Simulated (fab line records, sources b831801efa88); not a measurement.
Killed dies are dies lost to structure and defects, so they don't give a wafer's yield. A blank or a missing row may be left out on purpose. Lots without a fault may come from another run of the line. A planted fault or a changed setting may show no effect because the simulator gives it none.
fab line records | flow gf180mcu | part 2 of 2: steps 26 to 34 of 34
record lots=5 wafers=15 last_day=34
route steps=602 shown V4@489 MIM@503
lots that met no fault: from a run of the same line without faults
start_h: hours from the record's first day to the start of the lot's first wafer shown | wait_h: hours since the lot's step before | " the same as in the row above | L1.1+2: a row that stands for several wafers | - no value, or no start given | * or withheld: withheld | < > ~ a bound
route shown NAME@n: a module of which the file shows steps, and the number in the route of the first | usual: mean/standard deviation of fault-free wafers | same: alike in all rows | chamber/n: place in a boat | sites: the reading at each site | _std_site: their standard deviation | _edge_site: outer sites' mean less inner sites' | radius_mm: how far each site lies from the wafer's centre | mask NAME#n: copy n | behind: the tool/chamber that last shaped the wafer | hold: why the lot was held/for how many hours/how that ended | device: the transistor (n, p or np) that didn't switch | end of line: the same wafers' tests at the end of the route | a step without rows: its recipe alone | killed: dies lost to structure and defects at the first sort, not the wafer's yield | map: a wafer's dies, x killed, . not, _ none there
set.NAME: the setting as run; set.NAME@STEP: as run at that earlier step | model.NAME: the simulator's own value behind a step, which no gauge read
lots at some steps of the route; a table a step, a row a wafer
services: from which hour (start_h, from the record's first day; less than 0 if before it) a tool's chamber was out of use, for how many hours, and why
## steps
# step GF_MIM_THK_MEAS_11
# recipe thk_meas_gauge=xrf reads=AlCu_of_MIM_SPUTTER_08
# usual MIM_ALCU_THK=199.7/2.7
# columns lot.wafer tool chamber start_h wait_h MIM_ALCU_THK[nm]
L088.1 film_metro-01 - 685.57 0.1 198.9
L088.5 " - " " 201.1
L088.6 " - " " 200.5
L093.2 film_metro-01 - 707.02 0.1 198.5
L093.5 " - " " 204.3
L093.6 " - " " 195.9
L094.2 film_metro-03 - 711.75 0.1 201.3
L094.5 " - " " 200.3
L094.6 " - " " 200.6
L095.1 film_metro-02 - 716.99 0.1 197.7
L095.3 " - " " 202.0
L095.6 " - " " 202.0
L096.2 film_metro-02 - 722.01 0.1 201.0
L096.3 " - " " 202.9
L096.5 " - " " 202.4
# step GF_MIM_DEHYDRATE_12
# recipe temp_c=200 time_s=60
# usual exhaust_pa=45.0/1.2
# columns lot.wafer tool chamber start_h wait_h exhaust_pa
L088.1 litho_track-02 0 693.76 8.2 44.4
L088.5 " 0 " " 44.2
L088.6 " 0 " " 44.0
L093.2 litho_track-03 0 714.89 7.9 45.9
L093.5 " 0 " " 44.2
L093.6 " 0 " " 43.6
L094.2 litho_track-03 0 719.94 8.2 46.7
L094.5 " 0 " " 47.2
L094.6 " 0 " " 46.3
L095.1 litho_track-02 0 725.51 8.5 45.5
L095.3 " 0 " " 46.0
L095.6 " 0 " " 45.7
L096.2 litho_track-02 0 729.93 7.9 42.5
L096.3 " 0 " " 44.0
L096.5 " 0 " " 43.9
# step GF_MIM_HMDS_13
# recipe prime_time_s=60 prime_temp_c=120
# usual exhaust_pa=45.1/0.87
# columns lot.wafer tool chamber start_h wait_h exhaust_pa
L088.1 litho_track-02 0 693.91 0.1 45.9
L088.5 " 0 " " 45.6
L088.6 " 0 " " 45.1
L093.2 litho_track-03 0 715.04 0.1 43.2
L093.5 " 0 " " 45.5
L093.6 " 0 " " 44.2
L094.2 litho_track-03 0 720.09 0.1 45.6
L094.5 " 0 " " 45.5
L094.6 " 0 " " 44.0
L095.1 litho_track-02 0 725.66 0.1 43.2
L095.3 " 0 " " 43.2
L095.6 " 0 " " 43.5
L096.2 litho_track-02 0 730.08 0.1 44.8
L096.3 " 0 " " 45.3
L096.5 " 0 " " 43.8
# step GF_MIM_COAT_14
# recipe resist=NOVOLAK spin_rpm=3000 resist_thk_nm=1000
# usual exhaust_pa=45.0/0.84
# columns lot.wafer tool chamber start_h wait_h exhaust_pa
L088.1 litho_track-02 0 694.06 0.1 45.0
L088.5 " 0 " " 44.1
L088.6 " 0 " " 45.1
L093.2 litho_track-03 0 715.19 0.1 45.8
L093.5 " 0 " " 45.6
L093.6 " 0 " " 44.3
L094.2 litho_track-03 0 720.24 0.1 43.1
L094.5 " 0 " " 44.4
L094.6 " 0 " " 44.5
L095.1 litho_track-02 0 725.81 0.1 44.7
L095.3 " 0 " " 44.6
L095.6 " 0 " " 45.1
L096.2 litho_track-02 0 730.23 0.1 45.2
L096.3 " 0 " " 44.7
L096.5 " 0 " " 45.3
# step GF_MIM_SOFTBAKE_15
# recipe temp_c=90 time_s=60 resist=NOVOLAK
# usual exhaust_pa=44.9/0.77
# columns lot.wafer tool chamber start_h wait_h exhaust_pa
L088.1 litho_track-02 0 694.21 0.1 43.5
L088.5 " 0 " " 43.3
L088.6 " 0 " " 44.9
L093.2 litho_track-03 0 715.34 0.1 44.4
L093.5 " 0 " " 45.4
L093.6 " 0 " " 44.1
L094.2 litho_track-03 0 720.39 0.1 44.3
L094.5 " 0 " " 44.0
L094.6 " 0 " " 44.3
L095.1 litho_track-02 0 725.96 0.1 44.3
L095.3 " 0 " " 44.9
L095.6 " 0 " " 45.4
L096.2 litho_track-02 0 730.38 0.1 45.6
L096.3 " 0 " " 45.4
L096.5 " 0 " " 45.7
# step GF_MIM_EXPOSE_16
# recipe mask_id=FuseTop target_cd_nm=2000 na=0.6 source_shape=conventional sigma_outer=0.6 dose_mj=140
# usual focus_offset_nm=0.0/0.51
# same na=0.6
# columns lot.wafer tool chamber start_h wait_h mask focus_offset_nm
L088.1 iline_stepper-02 0 - - FuseTop#0 -0.8
L088.5 " 0 " " FuseTop#0 -1.2
L088.6 " 0 " " FuseTop#0 -1.2
L093.2 iline_stepper-02 0 - - FuseTop#0 0.1
L093.5 " 0 " " FuseTop#0 -0.1
L093.6 " 0 " " FuseTop#0 -0.3
L094.2 iline_stepper-01 0 - - FuseTop#0 -0.4
L094.5 " 0 " " FuseTop#0 0.3
L094.6 " 0 " " FuseTop#0 -0.1
L095.1 iline_stepper-02 0 - - FuseTop#0 0.2
L095.3 " 0 " " FuseTop#0 -0.3
L095.6 " 0 " " FuseTop#0 0.5
L096.2 iline_stepper-01 0 - - FuseTop#0 -0.5
L096.3 " 0 " " FuseTop#0 -0.6
L096.5 " 0 " " FuseTop#0 -0.1
# step GF_MIM_PEB_17
# recipe temp_c=withheld time_s=* resist=NOVOLAK
# usual exhaust_pa=45.2/0.87
# columns lot.wafer tool chamber start_h wait_h exhaust_pa
L088.1 litho_track-03 0 - - 46.0
L088.5 " 0 " " 45.1
L088.6 " 0 " " 45.3
L093.2 litho_track-03 0 - - 46.6
L093.5 " 0 " " 45.7
L093.6 " 0 " " 47.1
L094.2 litho_track-01 0 - - 45.8
L094.5 " 0 " " 46.1
L094.6 " 0 " " 46.8
L095.1 litho_track-02 0 - - 46.4
L095.3 " 0 " " 45.3
L095.6 " 0 " " 44.1
L096.2 litho_track-01 0 - - 44.5
L096.3 " 0 " " 44.4
L096.5 " 0 " " 45.3
# step GF_MIM_DEVELOP_18
# recipe develop_time_s=60 dev_temp_c=23
# usual exhaust_pa=45.0/0.91
# columns lot.wafer tool chamber start_h wait_h exhaust_pa
L088.1 litho_track-03 0 703.87 0.1 44.3
L088.5 " 0 " " 44.9
L088.6 " 0 " " 44.3
L093.2 litho_track-03 0 724.44 0.1 45.0
L093.5 " 0 " " 43.9
L093.6 " 0 " " 44.3
L094.2 litho_track-01 0 728.83 0.1 44.5
L094.5 " 0 " " 45.4
L094.6 " 0 " " 44.2
L095.1 litho_track-02 0 734.16 0.1 45.1
L095.3 " 0 " " 44.6
L095.6 " 0 " " 44.2
L096.2 litho_track-01 0 739.38 0.1 46.6
L096.3 " 0 " " 46.6
L096.5 " 0 " " 46.0
# step GF_MIM_METAL_ETCH_19
# recipe chemistry=Cl2/BCl3 mask_material=NOVOLAK stop_on=Si3N4 target_depth_nm=324.5 pressure_mtorr=8 icp_w=800 bias_w=140 Cl2_flow_sccm=80 bcl3_flow_sccm=40 time_s=54.1
# usual drypump_motor_current_A=5.6/0.66 oes_product_au=0.944/0.0061 throttle_valve_pct=28.281/0.011
# columns lot.wafer tool chamber start_h wait_h drypump_motor_current_A oes_product_au rf_hours_counter_h throttle_valve_pct
L088.1 rie_metal-04 0 704.02 0.1 6.5 0.943 13 28.294
L088.5 " 1 " " 4.6 0.944 - 28.289
L088.6 " 0 " " 6.5 0.944 - 28.275
L093.2 rie_metal-01 1 724.57 0.1 5.9 0.944 9 28.278
L093.5 " 1 " " 5.9 0.950 - 28.291
L093.6 " 0 " " 5.0 0.939 - 28.289
L094.2 rie_metal-01 1 728.95 0.1 5.8 0.946 10 28.279
L094.5 " 0 " " 5.0 0.945 - 28.268
L094.6 " 1 " " 5.9 0.940 - 28.273
L095.1 rie_metal-04 1 734.31 0.1 4.6 0.946 7 28.290
L095.3 " 1 " " 4.6 0.952 - 28.270
L095.6 " 1 " " 4.6 0.943 - 28.271
L096.2 rie_metal-01 0 739.50 0.1 5.0 0.944 5 28.282
L096.3 " 0 " " 5.0 0.952 - 28.274
L096.5 " 1 " " 5.9 0.952 - 28.277
## services
# columns tool chamber start_h hours kind
cmp-02 - 659.75 0.6 repair
pvd_sputter-02 - 668.24 8.0 repair
iline_stepper-02 - 677.50 2.1 repair
rie_diel-01 2 683.61 4.9 repair
iline_stepper-01 - 684.93 1.7 pm
rie_diel-01 1 690.57 - clean
rie_diel-01 1 690.57 17.5 scheduled_down
rie_diel-01 1 690.57 17.5 vent_cycle
rie_metal-01 1 698.28 5.0 repair
cmp-02 - 700.60 0.8 repair
cmp-02 - 711.76 0.4 repair
pvd_sputter-03 0 714.26 - consumable_replace:kit
pvd_sputter-03 0 714.26 18.0 scheduled_down
pvd_sputter-03 0 714.26 18.0 vent_cycle
rie_metal-04 0 729.73 27.7 repair
pvd_sputter-04 2 730.45 - consumable_replace:kit
pvd_sputter-04 2 730.45 18.0 scheduled_down
pvd_sputter-04 2 730.45 18.0 vent_cycle
cmp-01 - 732.71 4.0 pm
plasma_asher-04 - 733.75 9.0 pm
plasma_asher-04 0 733.75 9.0 vent_cycle
rie_diel-02 0 737.55 - clean
rie_diel-02 0 737.55 21.9 scheduled_down
rie_diel-02 0 737.55 21.9 vent_cycle
